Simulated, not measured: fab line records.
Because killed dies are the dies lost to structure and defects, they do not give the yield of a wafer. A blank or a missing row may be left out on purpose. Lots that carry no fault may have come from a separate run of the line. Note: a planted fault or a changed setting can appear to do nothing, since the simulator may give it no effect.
Commonality check across tools :: flow sky130 :: Sampled: 11 lots, 39 wafers

## WHY IT WAS OPENED
2 of 11 lots carry a flag on the reading NWELL_TW at SKY_NWELL_TW_MEAS_15. Fault-free wafers read 1822, with a standard deviation of 26.
Rule: flag the lot when none of its wafers has a number, or when each of its wafers that has one lies beyond 4 standard deviations from that mean. The rest of the lots are taken to be sound.

lot: L539
measured: day 5 02:35
on: film_metro-03
NWELL_TW, wafer by wafer: 1848 1846 1838
flag: 

lot: L540
measured: day 5 06:40
on: film_metro-03
NWELL_TW, wafer by wafer: 1855 1851 1847
flag: 

lot: L541
measured: day 5 13:21
on: film_metro-01
NWELL_TW, wafer by wafer: 1801 1787 1803
flag: 

lot: L542
measured: day 5 17:27
on: film_metro-02
NWELL_TW, wafer by wafer: 1840 1834 1825
flag: 

lot: L544
measured: day 6 11:44
on: film_metro-03
NWELL_TW, wafer by wafer: 1849 1845 1848
flag: 

lot: L547
measured: day 7 04:33
on: film_metro-03
NWELL_TW, wafer by wafer: 1849 1864 1862
flag: 

lot: L553
measured: day 8 13:19
on: film_metro-03
NWELL_TW, wafer by wafer: 2088 2084 2086 2087 2085 2084
flag: FLAGGED

lot: L555
measured: day 8 22:11
on: film_metro-03
NWELL_TW, wafer by wafer: 1844 1854 1854
flag: 

lot: L556
measured: day 9 05:25
on: film_metro-01
NWELL_TW, wafer by wafer: 2026 2020 2019 2011 2021 2023
flag: FLAGGED

lot: L559
measured: day 9 21:55
on: film_metro-03
NWELL_TW, wafer by wafer: 1849 1837 1841
flag: 

lot: L560
measured: day 10 11:58
on: film_metro-01
NWELL_TW, wafer by wafer: 1799 1807 1795
flag: 
Average over the flagged lots: 2053; offset from the usual +231, equal to +9 standard deviations.

## TOOL THAT RAN EACH LOT
The record holds 1 process step before the reading, out of a route of 708 steps. Every cell lists first the tool, next ch and the chambers used by the sampled wafers, and last the start.
lot: L539
flag: 
SKY_NWELL_IMPLANT_11: implanter-04 ch 0, day 5 02:04

lot: L540
flag: 
SKY_NWELL_IMPLANT_11: implanter-02 ch 0, day 5 06:07

lot: L541
flag: 
SKY_NWELL_IMPLANT_11: implanter-04 ch 0, day 5 12:48

lot: L542
flag: 
SKY_NWELL_IMPLANT_11: implanter-03 ch 0, day 5 16:54

lot: L544
flag: 
SKY_NWELL_IMPLANT_11: implanter-02 ch 0, day 6 11:13

lot: L547
flag: 
SKY_NWELL_IMPLANT_11: implanter-04 ch 0, day 7 04:00

lot: L553
flag: FLAGGED
SKY_NWELL_IMPLANT_11: implanter-04 ch 0, day 8 12:46

lot: L555
flag: 
SKY_NWELL_IMPLANT_11: implanter-02 ch 0, day 8 21:39

lot: L556
flag: FLAGGED
SKY_NWELL_IMPLANT_11: implanter-04 ch 0, day 9 04:52

lot: L559
flag: 
SKY_NWELL_IMPLANT_11: implanter-03 ch 0, day 9 21:22

lot: L560
flag: 
SKY_NWELL_IMPLANT_11: implanter-02 ch 0, day 10 11:25
What these steps do:
- SKY_NWELL_IMPLANT_11
- SKY_NWELL_TW_MEAS_15

## FLAGGED OVER TOTAL, TOOL BY TOOL (the gauges that took the reading come last)
step: SKY_NWELL_IMPLANT_11
tool: implanter-02
lots run: 4
flagged: 0
share of the flagged lots: none
sound lots run after its first flagged lot: -

step: SKY_NWELL_IMPLANT_11
tool: implanter-03
lots run: 2
flagged: 0
share of the flagged lots: none
sound lots run after its first flagged lot: -

step: SKY_NWELL_IMPLANT_11
tool: implanter-04
lots run: 5
flagged: 2
share of the flagged lots: all
sound lots run after its first flagged lot: 0

step: SKY_NWELL_TW_MEAS_15
tool: film_metro-01
lots run: 3
flagged: 1
share of the flagged lots: some
sound lots run after its first flagged lot: 1 (L560)

step: SKY_NWELL_TW_MEAS_15
tool: film_metro-02
lots run: 1
flagged: 0
share of the flagged lots: none
sound lots run after its first flagged lot: -

step: SKY_NWELL_TW_MEAS_15
tool: film_metro-03
lots run: 7
flagged: 1
share of the flagged lots: some
sound lots run after its first flagged lot: 2 (L555,L559)

## WHAT THE TABLE ALLOWS
1 row of the table ran every flagged lot: implanter-04 at SKY_NWELL_IMPLANT_11.
- implanter-04 at SKY_NWELL_IMPLANT_11 ran 5 lots, 2 of them flagged. Its last sound lot is L547 (day 7 04:00), its first flagged lot L553 (day 8 12:46): a fault that began between those two fits. Its own readings (dose_ions_cm2, faraday_current_uA) fall more than 4 standard deviations out on all wafers of the flagged lots.
implanter-04 at SKY_NWELL_IMPLANT_11 is the single tool remaining.

## WHAT THE SIMULATOR HAD INSERTED
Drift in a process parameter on implanter-04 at SKY_NWELL_IMPLANT_11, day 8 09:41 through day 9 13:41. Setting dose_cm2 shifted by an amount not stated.
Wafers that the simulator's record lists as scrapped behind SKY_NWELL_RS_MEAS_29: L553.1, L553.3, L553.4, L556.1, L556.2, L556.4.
Lots struck among those shown: L553, L556. Same finding as the rule above.
